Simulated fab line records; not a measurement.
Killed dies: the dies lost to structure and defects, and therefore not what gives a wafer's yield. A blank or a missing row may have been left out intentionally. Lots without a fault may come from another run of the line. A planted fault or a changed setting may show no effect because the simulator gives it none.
The tool behind it: which one? + flow gf180mcu + 12 lots with 36 wafers sampled at 5 steps, on a route of 602 steps

== WHAT THE GAUGES SHOWED, per wafer ==
GF_VT_IMPLANT_OVL_MEAS_18. Usual: VT_IMPLANT_01_OVL gives -0.8 nm (standard deviation 1.3).
| lot  | measured     | on         | VT_IMPLANT_01_OVL (nm) | flag |
|------|--------------|------------|------------------------|------|
| L905 | day 6 09:17  | overlay-02 | -1.5 0.4 -0.7          |      |
| L906 | day 6 18:56  | overlay-01 | -2.1 -0.6 -1.7         |      |
| L907 | day 7 00:35  | overlay-01 | -3.5 -1.5 -1.8         |      |
| L908 | day 7 06:44  | overlay-01 | -2.5 -1.6 -1.9         |      |
| L909 | day 7 12:14  | overlay-02 | -2.6 -0.6 0.0          |      |
| L910 | day 7 19:32  | overlay-01 | -0.9 -1.0 -2.6         |      |
| L915 | day 9 03:14  | overlay-01 | -0.1 -2.9 -2.4         |      |
| L917 | day 9 18:41  | overlay-01 | -0.2 -1.4 -0.1         |      |
| L920 | day 10 11:41 | overlay-02 | 1.2 1.4 0.9            |      |
| L922 | day 10 23:32 | overlay-02 | -2.1 0.1 -2.0          |      |
| L925 | day 11 14:26 | overlay-01 | -2.5 0.0 -2.1          |      |
| L926 | day 12 12:14 | overlay-02 | 0.0 -1.7 -0.4          |      |

GF_VT_IMPLANT_RS_MEAS_49: measurement is done with a four-point probe. Usual: MVPSD_RS gives 1168.1 ohm/sq (standard deviation 2.3).
| lot  | measured     | on            | MVPSD_RS (ohm/sq)    | flag |
|------|--------------|---------------|----------------------|------|
| L905 | day 7 16:13  | film-metro-04 | 1171.5 1170.9 1169.2 |      |
| L906 | day 8 01:22  | film-metro-04 | 1168.1 1164.5 1165.1 |      |
| L907 | day 8 07:56  | film-metro-02 | 1171.8 1171.5 1171.2 |      |
| L908 | day 8 14:50  | film-metro-04 | 1164.5 1164.9 1168.6 |      |
| L909 | day 8 21:10  | film-metro-01 | 1166.0 1162.9 1164.5 |      |
| L910 | day 9 06:01  | film-metro-02 | 1168.0 1170.4 1164.1 |      |
| L915 | day 10 14:48 | film-metro-01 | 1183.4 1185.1 1180.8 | OFF  |
| L917 | day 11 08:00 | film-metro-01 | 1184.6 1183.3 1182.4 | OFF  |
| L920 | day 12 02:07 | film-metro-01 | 1168.0 1170.2 1167.6 |      |
| L922 | day 12 15:29 | film-metro-01 | 1169.2 1167.8 1170.1 |      |
| L925 | day 13 05:49 | film-metro-01 | 1170.8 1165.8 1167.4 |      |
| L926 | day 14 04:35 | film-metro-01 | 1165.0 1169.4 1164.4 |      |

== TOOL THAT RAN EACH LOT (tool first, then ch and the chambers of the sampled wafers, then the start) ==
| lot  | GF_DNWELL_STRIP_08                  | GF_MVPSD_IMPLANT_08             | GF_VT_IMPLANT_STRIP_20               |
|------|-------------------------------------|---------------------------------|--------------------------------------|
| L905 | plasma-asher-02 ch 0,1, day 2 23:11 | implanter-04 ch 0, day 5 03:29  | plasma-asher-04 ch 0,1, day 6 09:28  |
| L906 | plasma-asher-03 ch 0,1, day 3 05:43 | implanter-03 ch 0, day 5 12:53  | plasma-asher-03 ch 1, day 6 19:07    |
| L907 | plasma-asher-01 ch 0,1, day 3 10:44 | implanter-03 ch 0, day 5 18:43  | plasma-asher-02 ch 0,1, day 7 00:46  |
| L908 | plasma-asher-01 ch 0,1, day 3 17:19 | implanter-01 ch 0, day 6 00:37  | plasma-asher-03 ch 0,1, day 7 06:55  |
| L909 | plasma-asher-03 ch 0,1, day 3 21:37 | implanter-04 ch 0, day 6 05:33  | plasma-asher-02 ch 0,1, day 7 12:25  |
| L910 | plasma-asher-03 ch 0, day 4 02:07   | implanter-01 ch 0, day 6 12:29  | plasma-asher-03 ch 1, day 7 19:43    |
| L915 | plasma-asher-03 ch 0,1, day 5 05:44 | implanter-03 ch 0, day 7 18:37  | plasma-asher-04 ch 0,1, day 9 03:25  |
| L917 | plasma-asher-02 ch 0, day 5 19:34   | implanter-03 ch 0, day 8 09:44  | plasma-asher-03 ch 0,1, day 9 18:52  |
| L920 | plasma-asher-02 ch 0,1, day 6 10:13 | implanter-01 ch 0, day 9 01:26  | plasma-asher-02 ch 0,1, day 10 11:52 |
| L922 | plasma-asher-02 ch 0,1, day 6 19:26 | implanter-04 ch 0, day 9 12:19  | plasma-asher-04 ch 0,1, day 10 23:43 |
| L925 | plasma-asher-03 ch 0, day 7 09:05   | implanter-04 ch 0, day 10 01:32 | plasma-asher-03 ch 0,1, day 11 14:37 |
| L926 | plasma-asher-03 ch 0,1, day 8 00:59 | implanter-03 ch 0, day 10 22:07 | plasma-asher-04 ch 0,1, day 12 12:25 |
- GF_DNWELL_STRIP_08: strips in O2/N2.
- GF_MVPSD_IMPLANT_08
- GF_VT_IMPLANT_STRIP_20: strips in O2/N2.

== AS READ BY THE TOOLS THEMSELVES (means over the sampled wafers that have a number; for cases with no such wafer, the mark the record gives instead) ==
GF_DNWELL_STRIP_08. Usual: drypump-motor-current-A 5.72 A, standard deviation 0.11; heater-power-w 344 W, standard deviation 37; oes-product-au 0.722 a.u., standard deviation 0.0048; strip-time-to-endpoint-s 36.99 s, standard deviation 0.1.
| lot  | tool            | drypump-motor-current-A (A) | heater-power-w (W) | oes-product-au (a.u.) | strip-time-to-endpoint-s (s) | flag |
|------|-----------------|-----------------------------|--------------------|-----------------------|------------------------------|------|
| L905 | plasma-asher-02 | 5.74                        | 354                | 0.723                 | 37.00                        |      |
| L906 | plasma-asher-03 | 5.68                        | 370                | 0.725                 | 36.97                        |      |
| L907 | plasma-asher-01 | 5.81                        | 339                | 0.725                 | 36.95                        |      |
| L908 | plasma-asher-01 | 5.83                        | 304                | 0.726                 | 37.07                        |      |
| L909 | plasma-asher-03 | 5.68                        | 362                | 0.724                 | 37.05                        |      |
| L910 | plasma-asher-03 | 5.69                        | 368                | 0.725                 | 36.91                        |      |
| L915 | plasma-asher-03 | 5.67                        | 369                | 0.724                 | 37.13                        |      |
| L917 | plasma-asher-02 | 5.54                        | 299                | 0.721                 | 37.11                        |      |
| L920 | plasma-asher-02 | 5.62                        | 328                | 0.721                 | 37.00                        |      |
| L922 | plasma-asher-02 | 5.74                        | 353                | 0.722                 | 36.98                        |      |
| L925 | plasma-asher-03 | 5.67                        | 380                | 0.720                 | 36.97                        |      |
| L926 | plasma-asher-03 | 5.68                        | 366                | 0.718                 | 37.12                        |      |

GF_MVPSD_IMPLANT_08. Usual: beam-energy-keV 169.99, standard deviation 0.054; beam-on-s 10.00 s, standard deviation 0.2; faraday-current-uA 84.6, standard deviation 1.7.
| lot  | tool         | beam-energy-keV | beam-on-s (s) | faraday-current-uA | flag |
|------|--------------|-----------------|---------------|--------------------|------|
| L905 | implanter-04 | 169.93          | 10.24         | 82.9               |      |
| L906 | implanter-03 | 169.85          | 10.13         | 83.6               |      |
| L907 | implanter-03 | 169.97          | 10.09         | 83.8               |      |
| L908 | implanter-01 | 169.97          | 10.12         | 83.4               |      |
| L909 | implanter-04 | 170.04          | 9.90          | 85.5               |      |
| L910 | implanter-01 | 170.00          | 9.86          | 85.8               |      |
| L915 | implanter-03 | 159.07          | 9.91          | 85.2               | OFF  |
| L917 | implanter-03 | 159.11          | 9.89          | 85.7               | OFF  |
| L920 | implanter-01 | 170.01          | 10.03         | 84.2               |      |
| L922 | implanter-04 | 170.00          | 9.83          | 86.1               |      |
| L925 | implanter-04 | 170.04          | 10.03         | 84.5               |      |
| L926 | implanter-03 | 170.01          | 9.93          | 84.9               |      |

GF_VT_IMPLANT_STRIP_20. Usual: drypump-motor-current-A 5.84 A, standard deviation 0.21; heater-power-w 348 W, standard deviation 24; oes-product-au 0.716 a.u., standard deviation 0.0046; strip-time-to-endpoint-s 12.64 s, standard deviation 0.032.
| lot  | tool            | drypump-motor-current-A (A) | heater-power-w (W) | oes-product-au (a.u.) | strip-time-to-endpoint-s (s) | flag |
|------|-----------------|-----------------------------|--------------------|-----------------------|------------------------------|------|
| L905 | plasma-asher-04 | 6.08                        | 336                | 0.718                 | 12.72                        |      |
| L906 | plasma-asher-03 | 5.70                        | 358                | 0.712                 | 12.66                        |      |
| L907 | plasma-asher-02 | 5.62                        | 330                | 0.716                 | 12.61                        |      |
| L908 | plasma-asher-03 | 5.68                        | 363                | 0.717                 | 12.62                        |      |
| L909 | plasma-asher-02 | 5.62                        | 330                | 0.718                 | 12.63                        |      |
| L910 | plasma-asher-03 | 5.69                        | 359                | 0.713                 | 12.63                        |      |
| L915 | plasma-asher-04 | 6.05                        | 341                | 0.715                 | 12.63                        |      |
| L917 | plasma-asher-03 | 5.69                        | 364                | 0.717                 | 12.67                        |      |
| L920 | plasma-asher-02 | 5.72                        | 355                | 0.722                 | 12.63                        |      |
| L922 | plasma-asher-04 | 6.06                        | 338                | 0.717                 | 12.64                        |      |
| L925 | plasma-asher-03 | 5.67                        | 361                | 0.717                 | 12.65                        |      |
| L926 | plasma-asher-04 | 6.08                        | 337                | 0.718                 | 12.65                        |      |

== THE ANSWER, worked out from the rows above alone ==
Rule: a lot is off if the mean of its wafers that have a number lies more than 3 standard deviations from the usual mean. Also off: a lot with no number at a reading for which 4 or more lots have one. Any other lot the step has rows for is counted as sound. Order of review: gauges by route order, followed by the tools' own readings, for which a lot's mean as printed above is used. At the first step where some lot is off, the reading lying furthest off is the one used; lots without a number count as furthest.
Off: L915, L917, at GF_VT_IMPLANT_RS_MEAS_49 (MVPSD_RS).
If a tool, at a process step before that reading, ran all the lots that are off and no sound lot after the first of them, it fits. Not tried: the gauges at GF_VT_IMPLANT_RS_MEAS_49; whatever is off there is also off at GF_MVPSD_IMPLANT_08, on other tools, and gauge error can't account for it. None of those tried fits.

== WHAT THE SIMULATOR HAD INSERTED ==
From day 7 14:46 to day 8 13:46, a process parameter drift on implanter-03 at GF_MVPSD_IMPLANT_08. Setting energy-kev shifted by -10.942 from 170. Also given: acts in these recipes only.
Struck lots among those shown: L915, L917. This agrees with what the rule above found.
